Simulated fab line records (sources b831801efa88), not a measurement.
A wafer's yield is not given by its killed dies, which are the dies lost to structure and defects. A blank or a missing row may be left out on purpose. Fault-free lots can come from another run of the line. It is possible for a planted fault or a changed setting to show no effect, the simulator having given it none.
2 desks looking at one fault    flow sky130    each desk has only its own numbers; what lay behind them comes last

METROLOGY DESK
What the gauges read for every lot (on any tool): the sampled wafers with a number, averaged. Marked OUT: a lot whose mean sits more than 4 standard deviations from the usual mean, which makes it out of limits; the brackets give that distance.
Columns: A = POLY_GATE_OVL at SKY_POLY_GATE_OVL_MEAS_14, usual -2 nm
lot   first seen here  A
L632  day 17 13:51     -1
L638  day 19 10:09     2
L639  day 19 19:41     -2
L641  day 20 13:38     2
L643  day 21 08:31     -6
L645  day 22 10:10     -1
L646  day 22 15:40     -1
L647  day 22 21:00     -1
L648  day 23 04:11     -3
L650  day 24 00:50     -2
L651  day 24 05:43     -4
L652  day 24 14:36     0
This desk found nothing out of limits on any of the 12 lots.

AT THE TOOL OWNER'S DESK: litho track-03
The tool's own readings at SKY_RES_PROTECT_DEVELOP_06 (develop time 60 s): means of the sampled wafers that have a number, for each lot that ran on this tool. Marked OUT: a lot whose mean sits more than 4 standard deviations from the usual mean, which makes it out of limits; the brackets give that distance.
Columns: A = developer temp C at SKY_RES_PROTECT_DEVELOP_06, usual 23.00 C; B = resist line temp C at SKY_RES_PROTECT_DEVELOP_06, usual 22.98 C
lot   first seen here  A                 B
L632  day 16 07:29     23.03             22.99
L638  day 18 00:52     22.01 (-9.0) OUT  22.86
L641  day 19 02:53     21.90 (-10) OUT   22.95
L647  day 21 12:19     23.09             22.94
L648  day 21 20:14     23.02             23.04
L652  day 23 06:37     22.96             22.98
This desk's verdict: out of limits on L638, L641, starting with L638 at day 18 00:52 (developer temp C at SKY_RES_PROTECT_DEVELOP_06). Within limits: L632, L647, L648, L652.

ALL TOGETHER
The tool owner's desk had the chance to raise an alarm at day 18 00:52 on L638, L641.
From the metrology desk's view, nothing was out of limits.
The metrology desk has L638, L641 on record, within its limits.
On litho track-03, each named lot ran SKY_RES_PROTECT_DEVELOP_06.

WHAT THE SIMULATOR HAD PUT IN
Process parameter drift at SKY_RES_PROTECT_DEVELOP_06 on litho track-03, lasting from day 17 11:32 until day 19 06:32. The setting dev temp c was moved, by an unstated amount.
Lots struck among those shown: L638, L641.
How many hours passed from the start of the fault until each desk's first out-of-limits reading: the tool owner's desk, 13.
